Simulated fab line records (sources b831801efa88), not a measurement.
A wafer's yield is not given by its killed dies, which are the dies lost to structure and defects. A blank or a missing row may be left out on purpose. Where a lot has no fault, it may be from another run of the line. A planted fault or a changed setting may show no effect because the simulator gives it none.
fab line records	flow sky130
record: lots: 15	wafers: 45	lastDay: 50
route steps=708 shown METAL1@434 VIA1@478 METAL2@485
lots untouched by any fault: they come from a run of this same line in which no faults occurred
startH: start of the lot's first displayed wafer, in hours after the record's first day	waitH: hours from the lot's prior step to this one	" unchanged from the row above	L1.1+2: several wafers, shown together as one row	- no value, or no start was given	* or withheld: withheld	< > ~ a bound
route shown NAME@n: NAME is a module with steps in the file, n the number in the route of the first one	usual: mean/standard deviation taken from wafers without a fault	same: alike in all rows	chamber/n: place in a boat	sites: each site's reading	_std_site: the values' standard deviation	_edge_site: inner sites' mean taken away from outer sites' mean	radiusMm: how far each site lies from the wafer's centre	mask NAME#n: copy n	behind: the tool/chamber that last shaped the wafer	hold: why the lot was held/for how many hours/how that ended	device: names the non-switching transistor (n, p or np)	end of line: the same wafers' tests at the end of the route	a step without rows: its recipe alone	killed: dies lost to structure and defects at the first sort, not the wafer's yield	map: per-die view of a wafer (x killed, . not killed, _ where there is no die)
set.NAME: the setting the step ran with; set.NAME@STEP: the setting that earlier step ran with	model.NAME: the simulator's own value behind a step, which no gauge read
route steps across a sampled set of lots; one table per step, one row per wafer
services: a tool's chamber out of use, with start hour (startH, from the record's first day; less than 0 if before it), hours out, and reason
== steps ==
step: SKY_METAL1_SPUTTER_00
recipe: material: Ti	targetThkNm: 15	powerW: 3000	timeS: 10	chamberPressurePa: 0.4
usual: cathodeDcPowerW: 2999.9/0.53	chamberPressurePa: 0.3999/0.00084	throttleValvePct: 29.9/0.83
lot.wafer	tool	chamber	startH	waitH	cathodeDcPowerW	chamberPressurePa	throttleValvePct
L446.1	pvdSputter-03	-	742.31	0.1	2999.2	0.4007	29.7
L446.2	"	-	"	"	3001.3	0.3998	30.0
L446.5	"	-	"	"	3000.1	0.4005	30.9
L447.2	pvdSputter-02	-	752.17	0.1	2999.2	0.4012	30.1
L447.3	"	-	"	"	3000.8	0.4006	30.6
L447.4	"	-	"	"	2999.5	0.4015	30.9
L451.2	pvdSputter-02	-	781.30	0.1	3000.0	0.4006	30.5
L451.4	"	-	"	"	2999.8	0.3990	30.3
L451.5	"	-	"	"	2999.9	0.3999	30.7
L450.2	pvdSputter-03	-	787.90	0.2	3001.1	0.4010	29.8
L450.3	"	-	"	"	3000.1	0.4006	30.6
L450.5	"	-	"	"	3001.2	0.3990	29.9
L452.3	pvdSputter-03	-	794.38	0.2	2999.6	0.3983	29.2
L452.4	"	-	"	"	3000.4	0.4000	31.0
L452.5	"	-	"	"	2999.5	0.4003	29.6
L453.3	pvdSputter-02	-	805.24	0.2	3000.5	0.3988	30.3
L453.4	"	-	"	"	2999.3	0.3993	30.4
L453.6	"	-	"	"	2999.8	0.4009	30.2
L454.2	pvdSputter-03	-	811.79	0.2	2999.6	0.4015	31.0
L454.3	"	-	"	"	2999.8	0.4010	29.5
L454.5	"	-	"	"	2999.3	0.4015	29.6
L458.1	pvdSputter-01	-	842.20	0.1	3000.0	0.4009	28.4
L458.3	"	-	"	"	2999.8	0.4008	29.2
L458.5	"	-	"	"	2998.9	0.4004	29.0
L459.1	pvdSputter-03	-	848.05	0.2	2999.6	0.3996	29.6
L459.3	"	-	"	"	3000.3	0.4000	30.9
L459.6	"	-	"	"	3000.2	0.3978	29.9
L460.2	pvdSputter-01	-	865.32	0.1	2999.5	0.3984	28.9
L460.3	"	-	"	"	3000.1	0.4011	30.8
L460.4	"	-	"	"	3000.9	0.3994	28.4
L464.1	pvdSputter-02	-	883.26	0.2	3000.0	0.4004	30.2
L464.2	"	-	"	"	3000.2	0.4006	31.0
L464.4	"	-	"	"	3000.8	0.4005	30.2
L466.2	pvdSputter-01	-	892.37	0.2	3000.6	0.4007	28.9
L466.3	"	-	"	"	2999.7	0.4010	29.0
L466.5	"	-	"	"	3000.5	0.4001	30.8
L465.1	pvdSputter-01	-	895.11	0.2	2999.8	0.3994	28.3
L465.2	"	-	"	"	3000.7	0.4001	30.6
L465.6	"	-	"	"	3000.5	0.4004	29.1
L467.1	pvdSputter-03	-	906.25	0.2	2999.7	0.4004	29.0
L467.3	"	-	"	"	3000.2	0.3999	29.9
L467.5	"	-	"	"	3000.2	0.3988	29.8
L469.2	pvdSputter-02	-	912.02	0.1	2999.5	0.4004	30.1
L469.3	"	-	"	"	3001.0	0.3990	31.0
L469.4	"	-	"	"	2999.6	0.3999	30.3
step: SKY_METAL1_RS_MEAS_05
recipe: thkMeasGauge: four-point-probe	reads: TiN_of_METAL1_SPUTTER_04+Ti_of_METAL1_SPUTTER_03+AlCu_of_METAL1_SPUTTER_02+TiN_of_METAL1_SPUTTER_01+Ti_of_METAL1_SPUTTER_00
usual: METAL1_ALCU_RS: 0.1275/0.0023
lot.wafer	tool	chamber	startH	waitH	METAL1_ALCU_RS[ohm/sq]
L446.1	filmMetro-02	-	742.45	0.0	0.1241
L446.2	"	-	"	"	0.1263
L446.5	"	-	"	"	0.1254
L447.2	filmMetro-02	-	752.33	0.0	0.1256
L447.3	"	-	"	"	0.1250
L447.4	"	-	"	"	0.1248
L451.2	filmMetro-04	-	781.46	0.0	0.1260
L451.4	"	-	"	"	0.1272
L451.5	"	-	"	"	0.1260
L450.2	filmMetro-04	-	788.06	0.0	0.1270
L450.3	"	-	"	"	0.1252
L450.5	"	-	"	"	0.1248
L452.3	filmMetro-02	-	794.57	0.1	0.1253
L452.4	"	-	"	"	0.1261
L452.5	"	-	"	"	0.1277
L453.3	filmMetro-04	-	805.42	0.1	0.1272
L453.4	"	-	"	"	0.1297
L453.6	"	-	"	"	0.1274
L454.2	filmMetro-02	-	811.95	0.0	0.1248
L454.3	"	-	"	"	0.1237
L454.5	"	-	"	"	0.1232
L458.1	filmMetro-01	-	842.34	0.0	0.1320
L458.3	"	-	"	"	0.1316
L458.5	"	-	"	"	0.1298
L459.1	filmMetro-02	-	848.20	0.0	0.1247
L459.3	"	-	"	"	0.1260
L459.6	"	-	"	"	0.1258
L460.2	filmMetro-02	-	865.48	0.0	0.1280
L460.3	"	-	"	"	0.1253
L460.4	"	-	"	"	0.1304
L464.1	filmMetro-04	-	883.40	0.0	0.1291
L464.2	"	-	"	"	0.1299
L464.4	"	-	"	"	0.1287
L466.2	filmMetro-02	-	892.53	0.0	0.1308
L466.3	"	-	"	"	0.1286
L466.5	"	-	"	"	0.1257
L465.1	filmMetro-01	-	895.25	0.0	0.1330
L465.2	"	-	"	"	0.1275
L465.6	"	-	"	"	0.1319
L467.1	filmMetro-04	-	906.39	0.0	0.1271
L467.3	"	-	"	"	0.1260
L467.5	"	-	"	"	0.1255
L469.2	filmMetro-02	-	912.18	0.0	0.1247
L469.3	"	-	"	"	0.1250
L469.4	"	-	"	"	0.1242
step: SKY_VIA1_SPUTTER_20
recipe: material: TiN	targetThkNm: 20	chamberPressurePa: 5	powerW: 4000	timeS: 80
usual: cathodeDcPowerW: 4000.1/0.7	chamberPressurePa: 5.000/0.0093	throttleValvePct: 29.7/0.9
lot.wafer	tool	chamber	startH	waitH	cathodeDcPowerW	chamberPressurePa	throttleValvePct
L446.1	pvdSputter-04	-	801.24	0.0	4000.0	5.013	28.9
L446.2	"	-	"	"	3999.7	5.020	29.4
L446.5	"	-	"	"	4000.2	5.003	29.6
L447.2	pvdSputter-01	-	810.71	0.0	3999.9	5.002	30.9
L447.3	"	-	"	"	3999.5	5.000	28.5
L447.4	"	-	"	"	4000.6	5.011	29.1
L451.2	pvdSputter-02	-	838.00	0.0	4000.4	5.000	30.3
L451.4	"	-	"	"	4000.6	5.003	30.2
L451.5	"	-	"	"	3999.3	5.007	30.3
L450.2	pvdSputter-02	-	843.75	0.0	3999.5	5.007	30.1
L450.3	"	-	"	"	4000.8	5.001	30.9
L450.5	"	-	"	"	3999.7	4.988	30.4
L452.3	pvdSputter-01	-	850.36	0.0	3999.6	4.991	30.9
L452.4	"	-	"	"	3999.8	4.990	28.4
L452.5	"	-	"	"	3999.4	4.991	30.8
L453.3	pvdSputter-01	-	862.85	0.0	3999.2	4.988	28.8
L453.4	"	-	"	"	4000.8	4.992	28.3
L453.6	"	-	"	"	4000.3	5.007	30.6
L454.2	pvdSputter-01	-	867.94	0.0	3999.6	5.007	29.0
L454.3	"	-	"	"	4001.4	4.985	28.4
L454.5	"	-	"	"	4000.9	4.986	28.3
L458.1	pvdSputter-02	-	894.56	0.0	3998.9	5.000	30.4
L458.3	"	-	"	"	3999.1	5.011	30.3
L458.5	"	-	"	"	4000.8	4.998	31.0
L459.1	pvdSputter-04	-	902.31	0.0	3999.4	5.021	28.8
L459.3	"	-	"	"	4000.5	5.006	29.5
L459.6	"	-	"	"	3999.8	5.016	29.5
L460.2	pvdSputter-01	-	918.13	0.0	4000.0	4.998	28.5
L460.3	"	-	"	"	4000.1	5.009	30.8
L460.4	"	-	"	"	4000.3	5.001	28.9
L464.1	pvdSputter-04	-	936.70	0.0	3998.7	4.986	29.4
L464.2	"	-	"	"	3999.2	4.993	29.3
L464.4	"	-	"	"	4000.5	4.998	29.2
L466.2	pvdSputter-02	-	945.17	0.0	3999.0	5.008	31.0
L466.3	"	-	"	"	4000.5	5.005	30.0
L466.5	"	-	"	"	4000.1	5.000	30.5
L465.1	pvdSputter-01	-	947.55	0.0	4001.4	5.013	30.7
L465.2	"	-	"	"	4000.9	4.980	28.2
L465.6	"	-	"	"	4000.2	4.994	28.4
L467.1	pvdSputter-01	-	959.15	0.0	4000.4	4.984	30.7
L467.3	"	-	"	"	4000.0	5.013	28.6
L467.5	"	-	"	"	3999.6	5.011	31.0
L469.2	pvdSputter-02	-	964.70	0.0	4000.0	5.000	30.9
L469.3	"	-	"	"	4000.4	5.004	30.3
L469.4	"	-	"	"	3999.8	5.012	30.6
step: SKY_METAL2_SPUTTER_02
recipe: material: AlCu	targetThkNm: 250	powerW: 10600	timeS: 13.3	chamberPressurePa: 0.4
usual: cathodeDcPowerW: 10600/2	chamberPressurePa: 0.4000/0.00081	throttleValvePct: 29.7/0.63
lot.wafer	tool	chamber	startH	waitH	cathodeDcPowerW	chamberPressurePa	throttleValvePct
L446.1	pvdSputter-03	-	801.92	0.0	10602	0.3996	29.6
L446.2	"	-	"	"	10600	0.3997	29.2
L446.5	"	-	"	"	10601	0.3989	29.6
L447.2	pvdSputter-02	-	811.40	0.0	10598	0.4000	30.1
L447.3	"	-	"	"	10600	0.3996	30.4
L447.4	"	-	"	"	10600	0.4006	31.2
L451.2	pvdSputter-02	-	838.68	0.0	10598	0.3988	30.3
L451.4	"	-	"	"	10600	0.3997	31.0
L451.5	"	-	"	"	10600	0.4001	31.0
L450.2	pvdSputter-04	-	844.52	0.0	10600	0.3999	29.5
L450.3	"	-	"	"	10601	0.4006	29.1
L450.5	"	-	"	"	10601	0.3997	29.1
L452.3	pvdSputter-03	-	851.14	0.0	10601	0.4002	29.7
L452.4	"	-	"	"	10598	0.4005	29.8
L452.5	"	-	"	"	10603	0.4004	30.9
L453.3	pvdSputter-03	-	863.53	0.0	10599	0.4002	30.6
L453.4	"	-	"	"	10603	0.3992	29.8
L453.6	"	-	"	"	10595	0.4004	28.8
L454.2	pvdSputter-04	-	868.64	0.0	10600	0.4019	29.5
L454.3	"	-	"	"	10599	0.4014	29.6
L454.5	"	-	"	"	10601	0.4010	29.5
L458.1	pvdSputter-04	-	895.25	0.0	-	-	-
L458.3	"	-	"	"	-	-	-
L458.5	"	-	"	"	-	-	-
L459.1	pvdSputter-03	-	903.00	0.0	-	-	-
L459.3	"	-	"	"	-	-	-
L459.6	"	-	"	"	-	-	-
L460.2	pvdSputter-03	-	918.81	0.0	-	-	-
L460.3	"	-	"	"	-	-	-
L460.4	"	-	"	"	-	-	-
L464.1	pvdSputter-02	-	937.38	0.0	10602	0.3991	30.1
L464.2	"	-	"	"	10599	0.3994	30.4
L464.4	"	-	"	"	10600	0.3990	30.4
L466.2	pvdSputter-04	-	945.85	0.0	10601	0.4005	29.4
L466.3	"	-	"	"	10601	0.3990	29.6
L466.5	"	-	"	"	10599	0.4003	29.3
L465.1	pvdSputter-04	-	948.23	0.0	10601	0.3992	29.8
L465.2	"	-	"	"	10601	0.3988	29.4
L465.6	"	-	"	"	10599	0.4009	29.1
L467.1	pvdSputter-03	-	959.83	0.0	10599	0.3989	30.0
L467.3	"	-	"	"	10601	0.3993	29.0
L467.5	"	-	"	"	10601	0.3992	29.0
L469.2	pvdSputter-03	-	965.39	0.0	10598	0.3995	29.9
L469.3	"	-	"	"	10600	0.4009	29.8
L469.4	"	-	"	"	10599	0.3995	28.9
step: SKY_METAL2_RS_MEAS_05
recipe: thkMeasGauge: four-point-probe	reads: TiN_of_METAL2_SPUTTER_04+Ti_of_METAL2_SPUTTER_03+AlCu_of_METAL2_SPUTTER_02+TiN_of_METAL2_SPUTTER_01+Ti_of_METAL2_SPUTTER_00
usual: METAL2_ALCU_RS: 0.1270/0.0015
lot.wafer	tool	chamber	startH	waitH	METAL2_ALCU_RS[ohm/sq]
L446.1	filmMetro-02	-	802.01	0.0	0.1269
L446.2	"	-	"	"	0.1253
L446.5	"	-	"	"	0.1266
L447.2	filmMetro-04	-	811.52	0.1	0.1265
L447.3	"	-	"	"	0.1277
L447.4	"	-	"	"	0.1278
L451.2	filmMetro-02	-	838.79	0.0	0.1288
L451.4	"	-	"	"	0.1282
L451.5	"	-	"	"	0.1288
L450.2	filmMetro-02	-	844.63	0.0	0.1259
L450.3	"	-	"	"	0.1261
L450.5	"	-	"	"	0.1267
L452.3	filmMetro-02	-	851.28	0.1	0.1260
L452.4	"	-	"	"	0.1293
L452.5	"	-	"	"	0.1290
L453.3	filmMetro-04	-	863.66	0.1	0.1293
L453.4	"	-	"	"	0.1280
L453.6	"	-	"	"	0.1249
L454.2	filmMetro-04	-	868.75	0.0	0.1255
L454.3	"	-	"	"	0.1255
L454.5	"	-	"	"	0.1253
L458.1	filmMetro-03	-	895.34	0.0	8.3813
L458.3	"	-	"	"	8.3759
L458.5	"	-	"	"	8.3548
L459.1	filmMetro-03	-	903.09	0.0	8.5761
L459.3	"	-	"	"	8.4771
L459.6	"	-	"	"	8.6057
L460.2	filmMetro-02	-	918.92	0.0	8.3840
L460.3	"	-	"	"	8.4365
L460.4	"	-	"	"	8.4892
L464.1	filmMetro-04	-	937.47	0.0	0.1277
L464.2	"	-	"	"	0.1261
L464.4	"	-	"	"	0.1264
L466.2	filmMetro-02	-	945.97	0.0	0.1275
L466.3	"	-	"	"	0.1272
L466.5	"	-	"	"	0.1266
L465.1	filmMetro-03	-	948.32	0.0	0.1253
L465.2	"	-	"	"	0.1264
L465.6	"	-	"	"	0.1249
L467.1	filmMetro-04	-	959.92	0.0	0.1273
L467.3	"	-	"	"	0.1266
L467.5	"	-	"	"	0.1263
L469.2	filmMetro-03	-	965.50	0.0	0.1281
L469.3	"	-	"	"	0.1272
L469.4	"	-	"	"	0.1250
step: SKY_METAL2_THK_MEAS_06
recipe: thkMeasGauge: xrf	reads: AlCu_of_METAL2_SPUTTER_02
usual: METAL2_ALCU_THK: 252.0/3
lot.wafer	tool	chamber	startH	waitH	METAL2_ALCU_THK[nm]
L446.1	filmMetro-02	-	802.13	0.1	251.9
L446.2	"	-	"	"	254.7
L446.5	"	-	"	"	253.1
L447.2	filmMetro-04	-	811.63	0.1	253.6
L447.3	"	-	"	"	250.2
L447.4	"	-	"	"	250.2
L451.2	filmMetro-02	-	838.90	0.1	249.3
L451.4	"	-	"	"	250.9
L451.5	"	-	"	"	247.9
L450.2	filmMetro-02	-	844.74	0.1	252.7
L450.3	"	-	"	"	252.3
L450.5	"	-	"	"	252.3
L452.3	filmMetro-02	-	851.38	0.1	250.2
L452.4	"	-	"	"	247.7
L452.5	"	-	"	"	245.4
L453.3	filmMetro-04	-	863.76	0.1	248.3
L453.4	"	-	"	"	251.4
L453.6	"	-	"	"	256.9
L454.2	filmMetro-04	-	868.86	0.1	257.1
L454.3	"	-	"	"	256.6
L454.5	"	-	"	"	255.3
L458.1	filmMetro-03	-	895.46	0.1	<0.7
L458.3	"	-	"	"	<0.7
L458.5	"	-	"	"	<0.7
L459.1	filmMetro-03	-	903.21	0.1	<0.7
L459.3	"	-	"	"	<0.7
L459.6	"	-	"	"	<0.7
L460.2	filmMetro-02	-	919.03	0.1	<0.3
L460.3	"	-	"	"	<0.3
L460.4	"	-	"	"	<0.3
L464.1	filmMetro-04	-	937.59	0.1	249.2
L464.2	"	-	"	"	253.6
L464.4	"	-	"	"	253.4
L466.2	filmMetro-02	-	946.08	0.1	250.3
L466.3	"	-	"	"	251.1
L466.5	"	-	"	"	253.4
L465.1	filmMetro-03	-	948.44	0.1	256.8
L465.2	"	-	"	"	253.3
L465.6	"	-	"	"	255.9
L467.1	filmMetro-04	-	960.04	0.1	251.7
L467.3	"	-	"	"	254.0
L467.5	"	-	"	"	255.2
L469.2	filmMetro-03	-	965.61	0.1	252.0
L469.3	"	-	"	"	254.8
L469.4	"	-	"	"	257.8
== services ==
tool	chamber	startH	hours	kind
pvdSputter-02	1	721.54	-	consumableReplace:kit
pvdSputter-02	1	721.54	18.0	scheduledDown
pvdSputter-02	1	721.54	18.0	ventCycle
pvdSputter-03	-	763.70	1.2	repair
pvdSputter-04	-	765.26	1.8	repair
pvdSputter-03	2	802.01	-	consumableReplace:kit
pvdSputter-03	2	802.01	18.0	scheduledDown
pvdSputter-03	2	802.01	18.0	ventCycle
pvdSputter-04	-	835.57	3.9	repair
pvdSputter-04	-	871.07	0.6	repair
pvdSputter-04	-	878.24	1.3	repair
pvdSputter-01	0	910.55	-	consumableReplace:kit
pvdSputter-01	0	910.55	18.0	scheduledDown
pvdSputter-01	0	910.55	18.0	ventCycle
pvdSputter-02	0	920.13	-	consumableReplace:kit
pvdSputter-02	0	920.13	18.0	scheduledDown
pvdSputter-02	0	920.13	18.0	ventCycle
pvdSputter-02	-	941.62	1.5	repair
pvdSputter-03	1	944.59	-	consumableReplace:kit
pvdSputter-03	1	944.59	18.0	scheduledDown
pvdSputter-03	1	944.59	18.0	ventCycle
== key ==
firstSign: step: SKY_METAL2_SPUTTER_02	reading: toolRecord	direction: missing
effect: step: SKY_METAL2_RS_MEAS_05	reading: METAL2_ALCU_RS	direction: up	sigmas: 99+	usual: 0.1270	struck: 8.4534
effect: step: SKY_METAL2_THK_MEAS_06	reading: METAL2_ALCU_THK	direction: down	sigmas: 84	usual: 252.0	struck: <0.6
metAt SKY_METAL2_SPUTTER_02
struckLots L458,L459,L460
laterRowsLeftOut L458.1,L458.3,L458.5,L459.1,L459.3,L459.6,L460.2,L460.3,L460.4
sortLeftOut L458.1,L458.3,L458.5,L459.1,L459.3,L459.6,L460.2,L460.3,L460.4
notActingAt SKY_METAL1_SPUTTER_00,SKY_METAL1_RS_MEAS_05,SKY_VIA1_SPUTTER_20
onsetBetween 868.64 895.25
fault: kind: skippedStepWhole	tool: pvdSputter-03,pvdSputter-04	chamber: -	onsetH: 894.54	steps: SKY_METAL2_SPUTTER_02	scope: struckLotsOnly
sortLeftOut: the simulated sort isn't trusted on such a fault, so these wafers' sort isn't shown, and their yield isn't known
laterRowsLeftOut: the simulator's readings of these wafers behind a module that went badly wrong aren't trusted and aren't shown, but for the sort
